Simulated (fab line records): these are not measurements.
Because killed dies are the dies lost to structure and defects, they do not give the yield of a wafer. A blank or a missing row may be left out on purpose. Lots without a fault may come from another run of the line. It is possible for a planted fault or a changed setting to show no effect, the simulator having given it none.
What tool caused it? / flow gf180mcu / 14 lots with 42 wafers sampled at 4 steps, on a route of 602 steps

WHAT THE GAUGES READ, wafer by wafer
GF_PSD_OVL_MEAS_08. Usual: PSD_OVL gives 0.6 nm (standard deviation 1.4).
lot=L575; measured=day 14 13:06; on=overlay-02; PSD_OVL (nm)=0.6 1.1 1.4; flag=
lot=L576; measured=day 14 16:15; on=overlay-02; PSD_OVL (nm)=1.3 1.0 0.4; flag=
lot=L577; measured=day 14 21:10; on=overlay-02; PSD_OVL (nm)=3.6 4.0 1.9; flag=
lot=L578; measured=day 15 11:42; on=overlay-02; PSD_OVL (nm)=-0.4 -1.3 -1.6; flag=
lot=L579; measured=day 15 18:30; on=overlay-01; PSD_OVL (nm)=0.6 -0.1 2.1; flag=
lot=L581; measured=day 16 15:07; on=overlay-01; PSD_OVL (nm)=1.6 -0.4 -0.5; flag=
lot=L582; measured=day 17 01:55; on=overlay-01; PSD_OVL (nm)=0.7 0.1 1.0; flag=
lot=L590; measured=day 20 02:19; on=overlay-01; PSD_OVL (nm)=0.6 1.9 -0.4; flag=
lot=L592; measured=day 20 15:08; on=overlay-02; PSD_OVL (nm)=1.6 3.1 0.1; flag=
lot=L593; measured=day 20 20:15; on=overlay-01; PSD_OVL (nm)=1.5 2.5 0.1; flag=
lot=L594; measured=day 21 06:19; on=overlay-01; PSD_OVL (nm)=1.2 1.5 2.7; flag=
lot=L595; measured=day 21 09:54; on=overlay-01; PSD_OVL (nm)=3.1 1.8 1.7; flag=
lot=L596; measured=day 21 18:23; on=overlay-01; PSD_OVL (nm)=-0.7 1.1 1.8; flag=
lot=L597; measured=day 22 04:58; on=overlay-01; PSD_OVL (nm)=-1.1 0.2 -0.2; flag=

GF_SAB_CD_MEAS_09: the cd target is 420 nm. Usual: cd nm at 419.5 nm, with a standard deviation of 2.
lot=L575; measured=day 15 10:44; on=cd sem-01; cd nm (nm)=418.7 417.6 416.2; flag=
lot=L576; measured=day 15 14:39; on=cd sem-01; cd nm (nm)=421.5 420.7 422.8; flag=
lot=L577; measured=day 15 18:55; on=cd sem-02; cd nm (nm)=418.4 418.7 420.4; flag=
lot=L578; measured=day 16 09:53; on=cd sem-01; cd nm (nm)=420.1 419.5 423.7; flag=
lot=L579; measured=day 16 17:30; on=cd sem-01; cd nm (nm)=419.5 423.2 421.6; flag=
lot=L581; measured=day 17 14:22; on=cd sem-01; cd nm (nm)=419.4 417.6 419.0; flag=
lot=L582; measured=day 18 01:19; on=cd sem-02; cd nm (nm)=420.8 421.2 420.7; flag=
lot=L590; measured=day 21 03:04; on=cd sem-02; cd nm (nm)=418.8 419.2 418.2; flag=
lot=L592; measured=day 21 16:07; on=cd sem-01; cd nm (nm)=421.2 421.1 422.5; flag=
lot=L593; measured=day 21 20:37; on=cd sem-01; cd nm (nm)=417.2 418.4 418.2; flag=
lot=L594; measured=day 22 06:55; on=cd sem-01; cd nm (nm)=416.0 416.6 419.7; flag=
lot=L595; measured=day 22 10:44; on=cd sem-02; cd nm (nm)=417.7 421.0 419.1; flag=
lot=L596; measured=day 22 18:47; on=cd sem-01; cd nm (nm)=419.3 422.8 419.3; flag=
lot=L597; measured=day 23 04:12; on=cd sem-02; cd nm (nm)=420.6 420.5 420.7; flag=

GF_CONTACT_RS_MEAS_25: the measuring method here is four-point-probe. Usual: CONTACT_W_RS gives 0.381 ohm/sq (standard deviation 0.0033).
lot=L575; measured=day 16 11:17; on=film metro-02; CONTACT_W_RS (ohm/sq)=0.377 0.380 0.381; flag=
lot=L576; measured=day 16 15:10; on=film metro-04; CONTACT_W_RS (ohm/sq)=0.381 0.380 0.374; flag=
lot=L577; measured=day 16 19:02; on=film metro-04; CONTACT_W_RS (ohm/sq)=0.384 0.381 0.385; flag=
lot=L578; measured=day 17 10:32; on=film metro-04; CONTACT_W_RS (ohm/sq)=0.381 0.377 0.381; flag=
lot=L579; measured=day 17 18:48; on=film metro-03; CONTACT_W_RS (ohm/sq)=0.382 0.379 0.380; flag=
lot=L581; measured=day 18 16:04; on=film metro-04; CONTACT_W_RS (ohm/sq)=0.383 0.382 0.382; flag=
lot=L582; measured=day 19 03:45; on=film metro-04; CONTACT_W_RS (ohm/sq)=0.377 0.381 0.379; flag=
lot=L590; measured=day 22 05:28; on=film metro-04; CONTACT_W_RS (ohm/sq)=0.376 0.382 0.375; flag=
lot=L592; measured=day 22 17:43; on=film metro-03; CONTACT_W_RS (ohm/sq)=0.380 0.378 0.382; flag=
lot=L593; measured=day 22 22:47; on=film metro-04; CONTACT_W_RS (ohm/sq)=0.383 0.382 0.376; flag=
lot=L594; measured=day 23 08:44; on=film metro-02; CONTACT_W_RS (ohm/sq)=0.381 0.386 0.385; flag=
lot=L595; measured=day 23 12:36; on=film metro-03; CONTACT_W_RS (ohm/sq)=0.381 0.380 0.379; flag=
lot=L596; measured=day 23 20:20; on=film metro-04; CONTACT_W_RS (ohm/sq)=0.380 0.381 0.379; flag=
lot=L597; measured=day 24 04:49; on=film metro-04; CONTACT_W_RS (ohm/sq)=0.383 0.383 0.381; flag=

EACH LOT AND THE TOOL THAT RAN IT (in order: tool; ch and the chambers of the sampled wafers; start)
lot=L575; GF_HV_LDD_STRIP_37=plasma asher-02 ch 0,1, day 11 22:17
lot=L576; GF_HV_LDD_STRIP_37=plasma asher-02 ch 0,1, day 12 00:55
lot=L577; GF_HV_LDD_STRIP_37=plasma asher-01 ch 0,1, day 12 06:09
lot=L578; GF_HV_LDD_STRIP_37=plasma asher-01 ch 0,1, day 12 18:45
lot=L579; GF_HV_LDD_STRIP_37=plasma asher-04 ch 0,1, day 13 00:35
lot=L581; GF_HV_LDD_STRIP_37=plasma asher-01 ch 1, day 13 18:52
lot=L582; GF_HV_LDD_STRIP_37=plasma asher-01 ch 0,1, day 14 04:38
lot=L590; GF_HV_LDD_STRIP_37=plasma asher-01 ch 0,1, day 17 00:03
lot=L592; GF_HV_LDD_STRIP_37=plasma asher-01 ch 0,1, day 17 11:55
lot=L593; GF_HV_LDD_STRIP_37=plasma asher-04 ch 0,1, day 17 17:31
lot=L594; GF_HV_LDD_STRIP_37=plasma asher-04 ch 0,1, day 18 02:41
lot=L595; GF_HV_LDD_STRIP_37=plasma asher-01 ch 0,1, day 18 06:24
lot=L596; GF_HV_LDD_STRIP_37=plasma asher-02 ch 0,1, day 18 14:38
lot=L597; GF_HV_LDD_STRIP_37=plasma asher-04 ch 0,1, day 19 01:08
- GF_HV_LDD_STRIP_37: strips in O2/N2.

WHAT THE TOOLS THEMSELVES READ (means of the sampled wafers that have a number; where no wafer has one, the mark that the record gives instead)
GF_HV_LDD_STRIP_37. Usual: drypump motor current A 5.5 A, standard deviation 0.33; heater power w 338 W, standard deviation 40; oes product au 0.716 a.u., standard deviation 0.005; strip time to endpoint s 12.63 s, standard deviation 0.035.
lot=L575; tool=plasma asher-02; drypump motor current A (A)=5.2; heater power w (W)=318; oes product au (a.u.)=0.718; strip time to endpoint s (s)=12.65; flag=
lot=L576; tool=plasma asher-02; drypump motor current A (A)=5.2; heater power w (W)=321; oes product au (a.u.)=0.715; strip time to endpoint s (s)=12.66; flag=
lot=L577; tool=plasma asher-01; drypump motor current A (A)=5.4; heater power w (W)=383; oes product au (a.u.)=0.714; strip time to endpoint s (s)=12.63; flag=
lot=L578; tool=plasma asher-01; drypump motor current A (A)=5.4; heater power w (W)=386; oes product au (a.u.)=0.718; strip time to endpoint s (s)=12.66; flag=
lot=L579; tool=plasma asher-04; drypump motor current A (A)=5.5; heater power w (W)=317; oes product au (a.u.)=0.719; strip time to endpoint s (s)=12.62; flag=
lot=L581; tool=plasma asher-01; drypump motor current A (A)=5.3; heater power w (W)=385; oes product au (a.u.)=0.656; strip time to endpoint s (s)=12.68; flag=OFF
lot=L582; tool=plasma asher-01; drypump motor current A (A)=5.6; heater power w (W)=370; oes product au (a.u.)=0.696; strip time to endpoint s (s)=12.61; flag=OFF
lot=L590; tool=plasma asher-01; drypump motor current A (A)=5.5; heater power w (W)=379; oes product au (a.u.)=0.719; strip time to endpoint s (s)=12.65; flag=
lot=L592; tool=plasma asher-01; drypump motor current A (A)=5.4; heater power w (W)=378; oes product au (a.u.)=0.712; strip time to endpoint s (s)=12.60; flag=
lot=L593; tool=plasma asher-04; drypump motor current A (A)=5.8; heater power w (W)=289; oes product au (a.u.)=0.717; strip time to endpoint s (s)=12.66; flag=
lot=L594; tool=plasma asher-04; drypump motor current A (A)=5.7; heater power w (W)=288; oes product au (a.u.)=0.717; strip time to endpoint s (s)=12.58; flag=
lot=L595; tool=plasma asher-01; drypump motor current A (A)=5.4; heater power w (W)=374; oes product au (a.u.)=0.717; strip time to endpoint s (s)=12.56; flag=
lot=L596; tool=plasma asher-02; drypump motor current A (A)=5.4; heater power w (W)=332; oes product au (a.u.)=0.714; strip time to endpoint s (s)=12.59; flag=
lot=L597; tool=plasma asher-04; drypump motor current A (A)=5.8; heater power w (W)=296; oes product au (a.u.)=0.717; strip time to endpoint s (s)=12.63; flag=

THE ANSWER, worked out from the rows above alone
Rule: take the mean of a lot's wafers that have a number; if it is more than 3 standard deviations from the usual mean, the lot is off. A lot without any number at a reading at which 4 lots or more have one is off too. The other lots that the step has rows for count as sound. Order of review: gauges by route order, followed by the tools' own readings, for which a lot's mean as printed above is used. At the first step where some lot is off, the reading lying furthest off is the one used; lots without a number count as furthest.
Off, at GF_HV_LDD_STRIP_37 on oes product au: L581, L582.
A tool fits if, at that step or a process step before it, it ran every lot that is off, and no sound lot after the first of them. Of those tried, none fits.

WHAT THE SIMULATOR HAD PUT IN
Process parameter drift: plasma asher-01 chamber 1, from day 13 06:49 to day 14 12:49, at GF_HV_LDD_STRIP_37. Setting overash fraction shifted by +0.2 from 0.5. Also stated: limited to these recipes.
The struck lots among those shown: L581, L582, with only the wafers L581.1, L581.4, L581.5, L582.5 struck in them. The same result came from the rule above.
